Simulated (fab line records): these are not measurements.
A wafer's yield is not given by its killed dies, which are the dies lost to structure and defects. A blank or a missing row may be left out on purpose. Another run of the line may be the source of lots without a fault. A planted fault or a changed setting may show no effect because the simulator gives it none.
Comparing a struck lot with a sound one ; flow sky130 ; 15 out of 708 route steps
Sound: these wafers, L599.1, L599.4, L599.6. Struck: wafers L595.1, L595.2, L595.6. At the end, the cause is stated.
Order at every step that has rows: each side's tool, ch and its chambers, its first start. Under that, the readings that differ: sound wafers ; struck wafers ; difference of the means ; sigmas: that difference in standard deviations of wafers without a fault.
alike: words and numbers the same on both sides, and readings whose means are apart by under 2 such deviations; not compared: readings that were withheld, readings missing a value for some wafer, numbers with overlapping values and no deviation given by the record, and bounds like >300 which may hide the same value.
The two part at a step that has a row with sigmas, a row that says differs or no value, or rows on one side only. Numbers that have no deviation but don't overlap get no sigmas and don't part them. A reading that every wafer of one side lacks parts them only if that side has two wafers or more.

SKY_VIA4_THK_MEAS_01:
  sound on film metro-03 at day 47 18:48; struck on film metro-02 at day 46 07:40
  alike: VIA4_HDPCVD_THK
SKY_VIA4_CMP_02: polishes SiO2.
  sound on cmp-02 ch 1,3, day 47 18:52; struck on cmp-02 ch 2,3, day 46 07:46
  alike: head pressure psi, motor current A
SKY_VIA4_BOW_MEAS_03:
  sound on film metro-02 at day 47 19:10; struck on film metro-02 at day 46 08:01
  alike: VIA4_BOW
then, 7 steps without rows for these wafers: SKY_VIA4_DEHYDRATE_04 (time 60 s); SKY_VIA4_HMDS_05 (prime time 60 s); SKY_VIA4_COAT_06 (resist thk 1140 nm); SKY_VIA4_SOFTBAKE_07 (time 60 s); SKY_VIA4_EXPOSE_08 (exposes mask VIM4, target cd 800 nm); SKY_VIA4_PEB_09; SKY_VIA4_DEVELOP_10 (develop time 60 s).
SKY_VIA4_OVL_MEAS_11:
  sound on overlay-01 at day 48 14:31; struck on overlay-02 at day 47 03:58
  alike: VIA4_OVL
SKY_VIA4_ETCH_12: etches SiO2 in C4F8/O2/Ar, stops on TiN, target depth 580 nm.
  sound on rie diel-01 ch 0,2,3, day 48 14:32; struck on rie diel-01 ch 1,2, day 47 04:00
  alike: oes product au
SKY_VIA4_STRIP_13: strips in O2/N2.
  sound on plasma asher-03 ch 0,1, day 48 14:37; struck on plasma asher-03 ch 0,1, day 47 04:04
  no value came back on the struck wafers for any of 5 readings (chamber pressure mTorr (mTorr), drypump motor current A (A) and others); on the sound wafers chamber pressure mTorr (mTorr) reads 1499.3 1498.2 1500.9
reading;sound;struck;difference;sigmas
model.NOVOLAK_of_VIA4_COAT_06.thk nm (nm);0 0 0;1003 1008 1008;+1006;
  not compared: rf hours counter h
then, 1 step without rows for these wafers: SKY_VIA4_STRIP_14 (strips in post etch residue remover, time 1200 s).
-- the record jumps here: 3 days lie between the struck wafers' starts before and after (it left off in module VIA4 and takes up again in module PAD_OPEN, whose first step shown is number 708 of the route) --
SKY_PAD_OPEN_PROBE_99:
  sound on prober-01 at day 50 21:46; struck on prober-01 at day 49 16:29
reading;sound;struck;difference;sigmas
hold;- - -;await dispo/3.3h/scrap await dispo/3.3h/scrap await dispo/3.3h/scrap;no value on the sound wafers;
defect limited yield (%);84.1 83.1 82.7;0.2 1.2 0.2;-82.8;-39
killed_at_M0_to_M3;36 42 33;12 4 9;-29;-4
killed_at_M4_up;6 5 6;472 476 473;+468;+99 or more
killed at contacts;29 23 33;6 5 9;-22;-4
killed at front end;6 13 13;1 1 0;-10;-2
killed dies;78 83 85;491 486 491;+407;+41
killed on rim;16 18 16;96 91 96;+78;+20
killed open;51 48 49;13 8 12;-38;-6
killed short;27 35 36;6 3 7;-27;-4
sort_bin_3_pad_short (%);0.2 0.6 0.2;21.1 25.0 23.0;+22.7;+47
sort_bin_5_function (%);9.8 10.8 11.4;75.6 71.5 74.6;+63.2;+45
sort_bin_6_memory (%);5.9 5.5 5.7;3.0 2.2 2.2;-3.2;-3
sort n pass;414 409 407;1 6 1;-407;-41
sort yield pct (%);84.1 83.1 82.7;0.2 1.2 0.2;-82.8;-39
  alike: killed at other

WHERE THEY PART
Earliest at SKY_VIA4_STRIP_13; latest, in this record, at SKY_PAD_OPEN_PROBE_99.

WHY: what had been put in by the simulator
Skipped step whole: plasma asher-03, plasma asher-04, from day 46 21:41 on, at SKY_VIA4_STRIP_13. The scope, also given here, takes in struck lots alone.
